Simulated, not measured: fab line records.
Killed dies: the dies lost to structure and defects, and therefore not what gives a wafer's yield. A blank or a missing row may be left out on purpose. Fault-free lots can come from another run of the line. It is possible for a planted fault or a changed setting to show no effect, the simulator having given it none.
fab line records -- flow sfq-line
record lots=14, wafers=42, last-day=86
route steps=325 shown M0@29 I1@84 I4@163 R5@212
lots untouched by any fault: they come from a run of this same line in which no faults occurred
start-h: the number of hours between the record's first day and the start of the first shown wafer of the lot -- wait-h: hours elapsed since this lot's preceding step -- " as in the row above -- L1.1+2: a row that stands for several wafers -- - either no value or no given start -- * or withheld: withheld -- < > ~ a bound
route shown NAME@n: NAME is a module with steps in the file, n the number in the route of the first one -- usual: the fault-free wafers' mean and standard deviation -- same: alike in all rows -- chamber/n: place in a boat -- sites: readings site by site -- _std_site: the values' standard deviation -- _edge_site: the outer-site mean with the inner-site mean subtracted -- radius-mm: for every site, how far away it sits from the centre of the wafer -- mask NAME#n: copy n -- behind: the most recent tool/chamber to have shaped the wafer -- hold: the reason the lot was held/the length of the hold in hours/how it ended -- device: transistor that didn't switch, given as n, p or np -- end of line: tests run on the same wafers once the route is complete -- a step given without rows: its recipe and nothing more -- killed: dies that structure and defects cost at the first sort, which is not the same as the wafer's yield -- map: a wafer's dies, x killed, . not, _ none there
set.NAME: the setting as run; set.NAME@STEP: as run at that earlier step -- model.NAME: the simulator's own value behind a step, which no gauge read
a sample of lots followed through the steps of the route, with each step as a table and each wafer as a row
services: when a tool's chamber went out of use (start-h, in hours from the record's first day, below 0 if earlier), for how many hours, and the reason
## steps
# step SFQ_TRILAYER_M0_DEP_SPUTTER_019
# recipe material=Nb, base-pressure-pa=1.33e-06, chamber-pressure-pa=0.1333, substrate-temp-c=20, resputter-cathode-voltage-v=400, target-thk-nm=200, power-w=2000, time-s=133.3
# usual base-pressure-pa=1.34e-06/8.5e-08, throttle-valve-pct=29.5/1.2
lot.wafer,tool,chamber,start-h,wait-h,base-pressure-pa,throttle-valve-pct
L776.2,pvd-sputter-03,-,123.04,0.0,1.4e-06,31.2
L776.4,pvd-sputter-03,-,123.04,0.0,1.23e-06,27.3
L776.5,pvd-sputter-03,-,123.04,0.0,1.28e-06,29.9
L777.3,pvd-sputter-06,-,133.19,0.0,1.37e-06,28.2
L777.4,pvd-sputter-06,-,133.19,0.0,1.27e-06,29.2
L777.6,pvd-sputter-06,-,133.19,0.0,1.45e-06,29.0
L778.3,pvd-sputter-03,-,143.67,0.0,1.31e-06,30.1
L778.5,pvd-sputter-03,-,143.67,0.0,1.35e-06,31.1
L778.6,pvd-sputter-03,-,143.67,0.0,1.42e-06,27.7
L779.3,pvd-sputter-03,-,152.07,0.0,1.49e-06,27.6
L779.5,pvd-sputter-03,-,152.07,0.0,1.4e-06,30.2
L779.6,pvd-sputter-03,-,152.07,0.0,1.27e-06,27.8
L780.2,pvd-sputter-05,-,161.67,0.0,1.34e-06,31.3
L780.3,pvd-sputter-05,-,161.67,0.0,1.28e-06,28.3
L780.4,pvd-sputter-05,-,161.67,0.0,1.31e-06,30.1
L782.1,pvd-sputter-06,-,185.04,0.0,1.27e-06,28.8
L782.2,pvd-sputter-06,-,185.04,0.0,1.39e-06,29.6
L782.6,pvd-sputter-06,-,185.04,0.0,1.4e-06,30.3
L785.1,pvd-sputter-06,-,214.44,0.0,1.3e-06,28.6
L785.2,pvd-sputter-06,-,214.44,0.0,1.52e-06,29.6
L785.3,pvd-sputter-06,-,214.44,0.0,1.28e-06,30.5
L788.1,pvd-sputter-05,-,252.00,0.0,1.37e-06,30.2
L788.4,pvd-sputter-05,-,252.00,0.0,1.37e-06,30.2
L788.6,pvd-sputter-05,-,252.00,0.0,1.35e-06,30.4
L789.2,pvd-sputter-06,-,253.20,0.0,1.29e-06,28.7
L789.3,pvd-sputter-06,-,253.20,0.0,1.22e-06,29.3
L789.6,pvd-sputter-06,-,253.20,0.0,1.27e-06,28.3
L791.2,pvd-sputter-03,-,256.80,0.0,1.35e-06,27.5
L791.3,pvd-sputter-03,-,256.80,0.0,1.34e-06,31.0
L791.6,pvd-sputter-03,-,256.80,0.0,1.39e-06,31.2
L794.2,pvd-sputter-05,-,260.41,0.0,1.62e-06,28.3
L794.3,pvd-sputter-05,-,260.41,0.0,1.32e-06,30.3
L794.4,pvd-sputter-05,-,260.41,0.0,1.37e-06,30.4
L795.2,pvd-sputter-06,-,261.60,0.0,1.26e-06,28.1
L795.5,pvd-sputter-06,-,261.60,0.0,1.31e-06,29.2
L795.6,pvd-sputter-06,-,261.60,0.0,1.46e-06,28.5
L797.1,pvd-sputter-05,-,264.14,0.0,1.3e-06,28.3
L797.3,pvd-sputter-05,-,264.14,0.0,1.2e-06,31.4
L797.4,pvd-sputter-05,-,264.14,0.0,1.23e-06,30.3
L798.3,pvd-sputter-06,-,265.20,0.0,1.25e-06,28.2
L798.5,pvd-sputter-06,-,265.20,0.0,1.37e-06,28.0
L798.6,pvd-sputter-06,-,265.20,0.0,1.38e-06,29.2
# step SFQ_TRILAYER_I1_VIA_BARC_OPEN_VIA_ETCH_071
# recipe mask-material=PR, chemistry=O2, target-depth-nm=125, target=BARC, source-w=500, bias-w=80, pressure-mtorr=30, time-s=41.7
# usual drypump-motor-current-A=5.8/0.41, oes-product-au=0.687/0.0044, run-length-s=70.0/0.37
lot.wafer,tool,chamber,start-h,wait-h,drypump-motor-current-A,oes-product-au,rf-hours-counter-h,run-length-s
L776.2,rie-diel-04,3,250.68,0.0,5.8,0.689,92,70.4
L776.4,rie-diel-04,1,250.68,0.0,5.4,0.686,-,69.8
L776.5,rie-diel-04,2,250.68,0.0,6.0,0.683,-,70.4
L777.3,rie-diel-02,1,277.45,0.0,6.4,0.687,134,69.7
L777.4,rie-diel-02,3,277.45,0.0,5.6,0.679,4,70.3
L777.6,rie-diel-02,0,277.45,0.0,5.9,0.685,-,70.0
L778.3,rie-diel-04,3,411.34,0.0,5.9,0.699,94,70.9
L778.5,rie-diel-04,3,411.34,0.0,5.9,0.684,-,70.3
L778.6,rie-diel-04,2,411.34,0.0,5.9,0.683,-,70.3
L779.3,rie-diel-02,3,413.74,0.0,5.6,0.683,6,70.5
L779.5,rie-diel-02,3,413.74,0.0,5.6,0.678,-,70.4
L779.6,rie-diel-02,2,413.74,0.0,5.0,0.690,-,69.8
L780.2,rie-diel-02,1,676.95,0.0,6.4,0.689,4,69.6
L780.3,rie-diel-02,0,676.95,0.0,5.9,0.683,51,70.3
L780.4,rie-diel-02,3,676.95,0.0,5.6,0.682,9,70.0
L782.1,rie-diel-04,3,709.47,0.0,5.9,0.678,3,70.2
L782.2,rie-diel-04,1,709.47,0.0,5.4,0.691,1,69.8
L782.6,rie-diel-04,1,709.47,0.0,5.4,0.682,-,69.7
L785.1,rie-diel-04,3,761.20,0.0,5.8,0.682,4,70.4
L785.2,rie-diel-04,2,761.20,0.0,5.9,0.691,3,70.7
L785.3,rie-diel-04,0,761.20,0.0,6.2,0.691,32,69.8
L788.1,rie-diel-04,2,796.87,0.0,5.9,0.682,3,70.5
L788.4,rie-diel-04,0,796.87,0.0,6.2,0.817,33,60.7
L788.6,rie-diel-04,3,796.87,0.0,5.9,0.685,-,70.4
L789.2,rie-diel-04,0,815.00,0.0,6.2,0.838,34,60.4
L789.3,rie-diel-04,1,815.00,0.0,5.5,0.688,2,69.8
L789.6,rie-diel-04,2,815.00,0.0,5.9,0.683,-,70.6
L791.2,rie-diel-02,2,823.27,0.0,5.0,0.687,2,69.6
L791.3,rie-diel-02,0,823.27,0.0,5.9,0.688,1,70.3
L791.6,rie-diel-02,2,823.27,0.0,5.0,0.690,-,69.5
L794.2,rie-diel-03,0,830.47,0.0,6.1,0.692,5,69.5
L794.3,rie-diel-03,3,830.47,0.0,6.3,0.681,2,70.2
L794.4,rie-diel-03,2,830.47,0.0,5.8,0.680,24,69.9
L795.2,rie-diel-02,0,832.87,0.0,5.9,0.687,1,70.4
L795.5,rie-diel-02,0,832.87,0.0,5.9,0.686,-,70.2
L795.6,rie-diel-02,3,832.87,0.0,5.6,0.686,-,70.0
L797.1,rie-diel-03,1,836.47,0.0,6.2,0.686,6,69.7
L797.3,rie-diel-03,3,836.47,0.0,6.3,0.688,2,69.9
L797.4,rie-diel-03,0,836.47,0.0,6.1,0.689,5,70.3
L798.3,rie-diel-02,0,837.67,0.0,5.9,0.688,1,70.3
L798.5,rie-diel-02,2,837.67,0.0,5.0,0.690,-,69.5
L798.6,rie-diel-02,3,837.67,0.0,5.6,0.686,-,69.9
# step SFQ_TRILAYER_I4_DEP_PECVD_099
# recipe material=SiO2, temp-c=150, time-s=111.11, pressure-torr=2.4, rf-w=183.3, precursor=SiH4/N2O, target-thk-nm=500
# usual heater-power-w=80/13, throttle-valve-pct=24.2/1.2
lot.wafer,tool,chamber,start-h,wait-h,heater-power-w,throttle-valve-pct
L776.2,pecvd-02,1,926.56,0.0,89,24.7
L776.4,pecvd-02,1,926.56,0.0,73,24.7
L776.5,pecvd-02,2,926.56,0.0,82,25.6
L777.3,pecvd-04,0,940.96,0.0,51,25.2
L777.4,pecvd-04,1,940.96,0.0,86,24.5
L777.6,pecvd-04,2,940.96,0.0,76,24.1
L778.3,pecvd-04,2,947.26,0.0,67,24.2
L778.5,pecvd-04,2,947.26,0.0,71,24.0
L778.6,pecvd-04,0,947.26,0.0,62,25.2
L779.3,pecvd-01,2,948.16,0.0,102,25.3
L779.5,pecvd-01,1,948.16,0.0,86,23.5
L779.6,pecvd-01,0,948.16,0.0,82,23.0
L780.2,pecvd-02,0,1005.56,0.0,79,23.7
L780.3,pecvd-02,2,1005.56,0.0,98,22.8
L780.4,pecvd-02,2,1005.56,0.0,97,22.7
L782.1,pecvd-02,2,1026.69,0.0,99,23.0
L782.2,pecvd-02,0,1026.69,0.0,72,24.1
L782.6,pecvd-02,2,1026.69,0.0,101,22.4
L785.1,pecvd-02,0,1084.29,0.0,75,24.1
L785.2,pecvd-02,2,1084.29,0.0,102,23.0
L785.3,pecvd-02,1,1084.29,0.0,72,22.5
L788.1,pecvd-02,1,1125.51,0.0,83,22.0
L788.4,pecvd-02,2,1125.51,0.0,99,23.1
L788.6,pecvd-02,0,1125.51,0.0,80,24.0
L789.2,pecvd-01,2,1150.51,0.0,99,26.1
L789.3,pecvd-01,1,1150.51,0.0,79,23.9
L789.6,pecvd-01,2,1150.51,0.0,99,26.2
L791.2,pecvd-04,2,1159.27,0.0,75,24.7
L791.3,pecvd-04,1,1159.27,0.0,87,25.2
L791.6,pecvd-04,2,1159.27,0.0,79,24.8
L794.2,pecvd-02,2,1168.61,0.0,102,23.6
L794.3,pecvd-02,2,1168.61,0.0,102,23.7
L794.4,pecvd-02,0,1168.61,0.0,83,24.2
L795.2,pecvd-04,2,1172.21,0.0,73,25.2
L795.5,pecvd-04,2,1172.21,0.0,76,24.9
L795.6,pecvd-04,1,1172.21,0.0,88,24.9
L797.1,pecvd-02,1,1180.61,0.0,85,22.7
L797.3,pecvd-02,0,1180.61,0.0,81,24.3
L797.4,pecvd-02,0,1180.61,0.0,85,24.1
L798.3,pecvd-02,1,1185.41,0.0,79,22.6
L798.5,pecvd-02,2,1185.41,0.0,94,23.9
L798.6,pecvd-02,0,1185.41,0.0,75,24.3
# step SFQ_TRILAYER_R5_DEP_SPUTTER_132
# recipe material=Ti, base-pressure-pa=1.33e-06, target-thk-nm=5, power-w=2000, time-s=5, chamber-pressure-pa=0.4
# usual base-pressure-pa=1.33e-06/8.8e-08, throttle-valve-pct=29.8/1.2
lot.wafer,tool,chamber,start-h,wait-h,base-pressure-pa,throttle-valve-pct
L776.2,pvd-sputter-05,-,1101.23,0.8,1.43e-06,28.2
L776.4,pvd-sputter-05,-,1101.23,0.8,1.34e-06,30.7
L776.5,pvd-sputter-05,-,1101.23,0.8,1.3e-06,31.2
L777.3,pvd-sputter-03,-,1116.46,0.6,1.14e-06,27.6
L777.4,pvd-sputter-03,-,1116.46,0.6,1.28e-06,31.5
L777.6,pvd-sputter-03,-,1116.46,0.6,1.34e-06,29.8
L778.3,pvd-sputter-03,-,1119.46,0.6,1.34e-06,30.0
L778.5,pvd-sputter-03,-,1119.46,0.6,1.31e-06,27.5
L778.6,pvd-sputter-03,-,1119.46,0.6,1.38e-06,30.3
L779.3,pvd-sputter-03,-,1122.46,0.6,1.22e-06,31.6
L779.5,pvd-sputter-03,-,1122.46,0.6,1.35e-06,27.5
L779.6,pvd-sputter-03,-,1122.46,0.6,1.37e-06,31.3
L780.2,pvd-sputter-03,-,1412.80,0.8,1.25e-06,29.8
L780.3,pvd-sputter-03,-,1412.80,0.8,1.4e-06,31.3
L780.4,pvd-sputter-03,-,1412.80,0.8,1.35e-06,30.0
L782.1,pvd-sputter-03,-,1431.31,1.0,1.42e-06,31.1
L782.2,pvd-sputter-03,-,1431.31,1.0,1.29e-06,27.3
L782.6,pvd-sputter-03,-,1431.31,1.0,1.27e-06,30.2
L785.1,pvd-sputter-03,-,1510.33,1.0,1.2e-06,27.8
L785.2,pvd-sputter-03,-,1510.33,1.0,1.39e-06,30.2
L785.3,pvd-sputter-03,-,1510.33,1.0,1.29e-06,31.5
L788.1,pvd-sputter-03,-,1529.00,1.0,1.32e-06,31.2
L788.4,pvd-sputter-03,-,1529.00,1.0,1.28e-06,27.7
L788.6,pvd-sputter-03,-,1529.00,1.0,1.44e-06,31.2
L789.2,pvd-sputter-05,-,1557.44,0.8,1.44e-06,28.2
L789.3,pvd-sputter-05,-,1557.44,0.8,1.35e-06,30.4
L789.6,pvd-sputter-05,-,1557.44,0.8,1.28e-06,31.3
L791.2,pvd-sputter-04,-,1571.11,0.8,1.26e-06,30.7
L791.3,pvd-sputter-04,-,1571.11,0.8,1.49e-06,29.2
L791.6,pvd-sputter-04,-,1571.11,0.8,1.39e-06,28.9
L794.2,pvd-sputter-05,-,1588.09,0.8,1.36e-06,30.5
L794.3,pvd-sputter-05,-,1588.09,0.8,1.35e-06,30.2
L794.4,pvd-sputter-05,-,1588.09,0.8,1.38e-06,28.1
L795.2,pvd-sputter-04,-,1591.09,0.8,1.52e-06,28.6
L795.5,pvd-sputter-04,-,1591.09,0.8,1.31e-06,31.0
L795.6,pvd-sputter-04,-,1591.09,0.8,1.27e-06,30.3
L797.1,pvd-sputter-04,-,1596.44,1.0,1.27e-06,29.2
L797.3,pvd-sputter-04,-,1596.44,1.0,1.37e-06,30.3
L797.4,pvd-sputter-04,-,1596.44,1.0,1.21e-06,28.8
L798.3,pvd-sputter-05,-,1599.44,0.6,1.32e-06,30.3
L798.5,pvd-sputter-05,-,1599.44,0.6,1.3e-06,30.2
L798.6,pvd-sputter-05,-,1599.44,0.6,1.35e-06,30.5
## services
tool,chamber,start-h,hours,kind
pvd-sputter-03,-,165.58,0.6,repair
pecvd-02,2,188.12,16.3,repair
pvd-sputter-03,-,254.51,1.5,repair
pecvd-02,-,319.26,6.0,pm
pvd-sputter-03,-,350.46,4.2,repair
pecvd-02,-,358.75,0.9,repair
pvd-sputter-03,-,387.93,2.1,repair
pecvd-02,-,393.19,14.6,pm
pvd-sputter-03,-,425.60,1.7,repair
pecvd-02,1,452.52,5.5,repair
pecvd-02,0,513.28,4.0,repair
pecvd-02,1,572.20,10.0,repair
pvd-sputter-03,-,598.94,8.6,repair
pvd-sputter-03,-,614.11,3.7,repair
pvd-sputter-05,-,624.43,4.8,repair
pvd-sputter-03,-,640.58,2.5,repair
pvd-sputter-05,-,646.34,2.8,repair
pecvd-02,-,659.20,0.3,repair
pvd-sputter-03,-,815.04,1.8,repair
pvd-sputter-03,-,1040.86,0.9,repair
pvd-sputter-03,-,1092.09,2.5,repair
pvd-sputter-03,-,1357.49,2.2,repair
pvd-sputter-03,-,1496.98,0.6,repair
pvd-sputter-03,-,1567.12,2.3,repair
## key
first-sign step=SFQ_TRILAYER_I1_VIA_BARC_OPEN_VIA_ETCH_071, reading=oes-product-au, direction=up, sigmas=32, usual=0.687, struck=0.827
effect step=SFQ_TRILAYER_I1_VIA_BARC_OPEN_VIA_ETCH_071, reading=run-length-s, direction=down, sigmas=26, usual=*, struck=*
met-at SFQ_TRILAYER_I1_VIA_BARC_OPEN_VIA_ETCH_071
struck-lots L788,L789
struck-wafers L788.4,L789.2
not-acting-at SFQ_TRILAYER_M0_DEP_SPUTTER_019,SFQ_TRILAYER_I4_DEP_PECVD_099,SFQ_TRILAYER_R5_DEP_SPUTTER_132
onset-between 761.20 796.87
fault kind=process-parameter-drift, tool=rie-diel-04, chamber=0, onset-h=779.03, steps=SFQ_TRILAYER_I1_VIA_BARC_OPEN_VIA_ETCH_071, channel=time-s, offset=*, shape=step, end-h=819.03, acts-in=*, stated=*
